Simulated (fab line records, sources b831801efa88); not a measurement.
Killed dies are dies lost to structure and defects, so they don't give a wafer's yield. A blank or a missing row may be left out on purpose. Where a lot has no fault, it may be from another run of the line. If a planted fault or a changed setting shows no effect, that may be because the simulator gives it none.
What tool caused it? | flow gf180mcu | 14 lots, 42 wafers sampled, at 3 steps of a route of 602

## WHAT THE GAUGES SHOWED, per wafer
GF_HV_LDD_TW_MEAS_50.
lot  | measured     | on            | HV_LDD_4_TW
L279 | day 12 11:20 | film metro-02 | 571 569 565
L280 | day 12 13:18 | film metro-01 | 568 570 572
L283 | day 14 04:22 | film metro-04 | 572 574 576
L284 | day 14 14:33 | film metro-04 | 570 569 575
L287 | day 15 13:24 | film metro-04 | 539 539 541
L288 | day 15 17:42 | film metro-01 | 535 533 535
L290 | day 16 04:35 | film metro-01 | 572 575 571
L296 | day 18 03:01 | film metro-01 | 572 572 573
L297 | day 18 11:04 | film metro-01 | 573 569 571
L298 | day 18 20:42 | film metro-01 | 571 572 570
L299 | day 19 05:12 | film metro-04 | 571 577 573
L300 | day 19 10:38 | film metro-01 | 571 577 573
L301 | day 19 19:05 | film metro-02 | 567 568 569
L302 | day 20 15:21 | film metro-02 | 568 570 569

GF_CONTACT_OVL_MEAS_15.
lot  | measured     | on         | CONTACT_OVL (nm)
L279 | day 16 02:27 | overlay-01 | -12 0 -11
L280 | day 16 07:03 | overlay-02 | -3 -6 -5
L283 | day 18 00:16 | overlay-02 | 1 1 1
L284 | day 18 13:20 | overlay-02 | -4 -8 0
L287 | day 19 14:31 | overlay-02 | -4 -1 -5
L288 | day 19 20:22 | overlay-02 | 5 3 0
L290 | day 20 08:33 | overlay-01 | 0 4 -11
L296 | day 22 09:22 | overlay-02 | -2 3 -2
L297 | day 22 16:34 | overlay-02 | -2 -4 2
L298 | day 23 01:47 | overlay-01 | 1 1 -3
L299 | day 23 10:02 | overlay-02 | -9 -2 -6
L300 | day 23 14:05 | overlay-02 | -2 -6 -16
L301 | day 23 21:57 | overlay-01 | 0 -5 3
L302 | day 24 16:45 | overlay-02 | -4 -1 -3

## TOOL THAT RAN EACH LOT (tool first, then ch and the chambers of the sampled wafers, then the start)
lot  | GF_HV_LDD_IMPLANT_48
L279 | implanter-01 ch 0, day 12 11:06
L280 | implanter-04 ch 0, day 12 13:05
L283 | implanter-04 ch 0, day 14 04:07
L284 | implanter-01 ch 0, day 14 14:18
L287 | implanter-04 ch 0, day 15 13:11
L288 | implanter-04 ch 0, day 15 17:29
L290 | implanter-01 ch 0, day 16 04:20
L296 | implanter-02 ch 0, day 18 02:46
L297 | implanter-04 ch 0, day 18 10:51
L298 | implanter-02 ch 0, day 18 20:27
L299 | implanter-02 ch 0, day 19 04:57
L300 | implanter-02 ch 0, day 19 10:23
L301 | implanter-02 ch 0, day 19 18:52
L302 | implanter-02 ch 0, day 20 15:08
- GF_HV_LDD_IMPLANT_48

## AS READ BY THE TOOLS THEMSELVES (means over the sampled wafers that have a number; for cases with no such wafer, the mark the record gives instead)
GF_HV_LDD_IMPLANT_48.
lot  | tool         | beam on s (s) | faraday current uA
L279 | implanter-01 | 10.10         | 168
L280 | implanter-04 | 10.05         | 168
L283 | implanter-04 | 10.00         | 169
L284 | implanter-01 | 10.11         | 168
L287 | implanter-04 | 8.04          | 211
L288 | implanter-04 | 8.08          | 209
L290 | implanter-01 | 9.88          | 171
L296 | implanter-02 | 10.06         | 168
L297 | implanter-04 | 10.01         | 169
L298 | implanter-02 | 9.86          | 172
L299 | implanter-02 | 9.85          | 171
L300 | implanter-02 | 9.90          | 171
L301 | implanter-02 | 10.04         | 169
L302 | implanter-02 | 10.10         | 167

## THE ANSWER, worked out from the rows above alone
Rule: the usual values come from the lots themselves. The widest of any qualifying gaps counts: lots, ordered by their means at a reading, are off when they make up no more than a third of the lots, leave a main group of 4 or more, and stand apart from it by 3 or more times the standard deviation of that group's means. A main group whose means are all the same, to the digits that the tables above print for the reading, isn't used. Also off: a lot with no number at a reading for which 4 or more lots have one. Any other lot the step has rows for is counted as sound. The gauges are gone through in route order, then the tools' own readings, and for those a lot's mean is taken as printed above. The first step at which some lot is off is used, and at that step the reading that is off furthest; a lot without a number counts as furthest.
Off: at GF_HV_LDD_TW_MEAS_50 (HV_LDD_4_TW), L287, L288. For the main group the mean is 571 and the standard deviation 2.
If a tool, at a process step before that reading, ran all the lots that are off and no sound lot after the first of them, it fits. Not tried: the gauges at GF_HV_LDD_TW_MEAS_50; whatever is off there is also off at GF_HV_LDD_IMPLANT_48, on other tools, and gauge error can't account for it. No candidate that was tried fits.

## WHAT HAD BEEN PUT IN BY THE SIMULATOR
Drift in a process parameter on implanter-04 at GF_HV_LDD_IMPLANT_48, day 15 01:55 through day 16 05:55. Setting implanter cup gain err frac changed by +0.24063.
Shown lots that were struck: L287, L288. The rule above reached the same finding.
